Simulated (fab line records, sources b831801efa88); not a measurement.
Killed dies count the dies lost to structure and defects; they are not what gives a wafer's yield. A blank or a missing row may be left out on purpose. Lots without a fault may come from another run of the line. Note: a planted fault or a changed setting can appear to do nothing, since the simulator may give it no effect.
Problem report, 8D (eight disciplines) form, completed by code	flow gf180mcu	the parts of the form that need people (team, actions taken, sign-off) are left out

== 1. THE PROBLEM ==
Wafers free of any fault read 1196.9 ohm/sq (standard deviation 2.9) for LVPWELL_RS at GF_VT_IMPLANT_RS_MEAS_48, against a mean of 1216.2 ohm/sq on 6 wafers of 2 lots. Relative to the usual mean, that is a shift of +6.7 standard deviations.
The step: measures by four-point-probe.
First observed at day 11 01:50: wafer L553.1, on filmMetro-03. Wafers with a number at this step in the record: 36, from 12 lots. Rule for "out", or "out of limits": more than 4 standard deviations from the usual mean. All remaining wafers that have a number are taken as sound.

== 2. WHAT IT IS AND WHAT IT IS NOT ==
question	is	is not
which readings at this step	LVPWELL_RS	-
which lots	L553, L554	L544, L545, L550, L556, L560, L561, L562, L563, L566, L567
which wafers of those lots	all that have a number	-
read on which gauges	filmMetro-03	filmMetro-02, filmMetro-04
when	from day 11 01:50	up to then (9 sound wafers); but 21 sound wafers of L556, L560, L561, L562, L563, L566, L567 came after

== 3. SUSPECTS, AND WHAT RULES EACH OUT ==
Counting: a tool stays on the suspect list if, at a process step up to the reading, it processed all lots that are out and no sound lot following the first of them.
- the gauge at GF_VT_IMPLANT_RS_MEAS_48: kept. All the wafers that are out were read on filmMetro-03, and no step on other tools shows them out.
- implanter-03 at GF_LVPWELL_IMPLANT_09: kept. It ran every lot that is out, first L553 (day 6 07:19), and no sound lot after that; its last sound lot up to then is L550 (day 5 14:08).
What counting leaves: implanter-03 at GF_LVPWELL_IMPLANT_09 and filmMetro-03 at GF_VT_IMPLANT_RS_MEAS_48.

== 4. THE CAUSE (what the simulator had put in) ==
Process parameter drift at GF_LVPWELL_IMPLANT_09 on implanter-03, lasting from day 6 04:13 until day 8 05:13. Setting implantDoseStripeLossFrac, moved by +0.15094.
After counting, 2 suspects remain, this tool included.

== 5. SEQUENCE OF EFFECTS, ordered by route ==
Each row: a reading where the mean over the struck wafers with a number is more than 3 standard deviations away from the usual. Readings are gone through only where the record gives a usual standard deviation; hours: the median, over the lots, of the time from a lot's start at the first step in this table giving one to that lot's start at this step; sigmas: the change measured in usual standard deviations.
hours	step	reading	usual	on struck wafers	change	sigmas
0	GF_VT_IMPLANT_RS_MEAS_48	LVPWELL_RS	1196.9 ohm/sq	1216.2	+19.3	+6.7
Later measuring or inspecting steps at which every struck wafer that the step has a row for has a number for every such reading, and none has moved that far: GF_POLY_GATE_THK_MEAS_01.

== 6. HOW IT WOULD HAVE BEEN CAUGHT EARLIER ==
118 hours passed between the start of the fault at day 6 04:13 and the first reading out of limits at a measuring or inspecting step in this record, taken at day 11 01:50.
Tool readings at GF_LVPWELL_IMPLANT_09 with a usual standard deviation given in the record: none out on any struck wafer, hence no alarm at a limit of 4 standard deviations on them.
By day 11 01:50, every lot that is out (2) had started GF_LVPWELL_IMPLANT_09 on implanter-03. Had the tool been put on hold then, not one of them would have been saved.
